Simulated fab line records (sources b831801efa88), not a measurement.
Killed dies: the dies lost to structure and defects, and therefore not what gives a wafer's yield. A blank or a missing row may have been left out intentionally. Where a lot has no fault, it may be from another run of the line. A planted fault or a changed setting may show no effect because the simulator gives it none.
Code-filled problem report in 8D (eight disciplines) form -- flow gf180mcu -- the parts of the form that need people (team, actions taken, sign-off) are left out

1. WHAT IS WRONG
At GF_DUAL_GATE_OXIDATION_15, tube_center_temp_C averages 869.61 C over 6 wafers from 2 lots, while fault-free wafers read 849.99 C, standard deviation 0.073. That is +99 or more standard deviations from the usual mean.
The step: stabilise 600 s, purge 300 s, target thk 7.098 nm.
The first sign was on wafer L432.2 at day 9 12:50, on furnace-01. The record has a number at this step for 36 wafers belonging to 12 lots. The rule behind "out" and "out of limits": a value lying over 4 standard deviations away from the usual mean. Any other wafer with a number is counted as sound.

2. WHAT THIS IS AND IS NOT
question,is,is not
which readings at this step,"tube_center_temp_C, spike_tc_bottom_C, spike_tc_centre_C, spike_tc_lower_C, spike_tc_top_C, spike_tc_upper_C, tube_center_temp_C_max, zone_power_upper_pct",-
which lots,"L432, L433","L431, L434, L437, L443, L444, L447, L448, L449, L450, L451"
which wafers of those lots,all that have a number,-
read on which tools,furnace-01,furnace-02
when,from day 9 12:50,"up to then (3 sound wafers); but 27 sound wafers of L434, L437, L443, L444, L447, L448, L449, L450, L451 came after"

3. WHAT RULES OUT EACH SUSPECT
Counting: a tool at any process step up to the reading remains a suspect when it ran all the lots that are out and ran no sound lot after the first of those.
- furnace-01 at GF_DUAL_GATE_OXIDATION_15 (stabilise 600 s, purge 300 s, target thk 7.098 nm): ruled out as a lasting fault. The sound lots L443, L450 went through it after L432, its earliest lot that is out (day 9 12:50).
Left after counting: nothing in the record.

4. THE CAUSE (what the simulator had put in)
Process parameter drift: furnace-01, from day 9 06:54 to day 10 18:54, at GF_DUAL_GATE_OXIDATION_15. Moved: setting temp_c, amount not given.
Counting ruled it out, wrongly.

5. SEQUENCE OF EFFECTS, ordered by route
One row per reading whose mean, taken over the struck wafers that have a number, lies over 3 standard deviations from the usual. Scope: only readings with a usual standard deviation given in the record; hours: median across lots of the time from each lot's start at the first step in this table that gives one to its start at this step; sigmas: change in usual standard deviations.
hours,step,reading,usual,on struck wafers,change,sigmas
0,GF_DUAL_GATE_OXIDATION_15,spike_tc_bottom_C,870 C,894,+24,+7.2
0,GF_DUAL_GATE_OXIDATION_15,spike_tc_centre_C,850.5 C,869.7,+19.2,+17
0,GF_DUAL_GATE_OXIDATION_15,spike_tc_lower_C,851.1 C,869.8,+18.7,+17
0,GF_DUAL_GATE_OXIDATION_15,spike_tc_top_C,862.6 C,884.7,+22.1,+8.2
0,GF_DUAL_GATE_OXIDATION_15,spike_tc_upper_C,847.7 C,868.7,+21.0,+15
0,GF_DUAL_GATE_OXIDATION_15,tube_center_temp_C,849.99 C,869.61,+19.62,+99 or more
0,GF_DUAL_GATE_OXIDATION_15,tube_center_temp_C_max,852.2,871.6,+19.4,+52
0,GF_DUAL_GATE_OXIDATION_15,zone_power_upper_pct,15.76 %,16.62,+0.86,+5.1
Its process steps:
- GF_DUAL_GATE_OXIDATION_15: stabilise 600 s, purge 300 s, target thk 7.098 nm.
Later measuring or inspecting steps at which every struck wafer that the step has a row for has a number for every such reading, and none has moved that far: GF_V1_THK_MEAS_03.

6. WHAT WOULD HAVE CAUGHT IT SOONER
6 hours passed between the start of the fault at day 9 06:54 and the first reading out of limits in this record, taken at day 9 12:50.
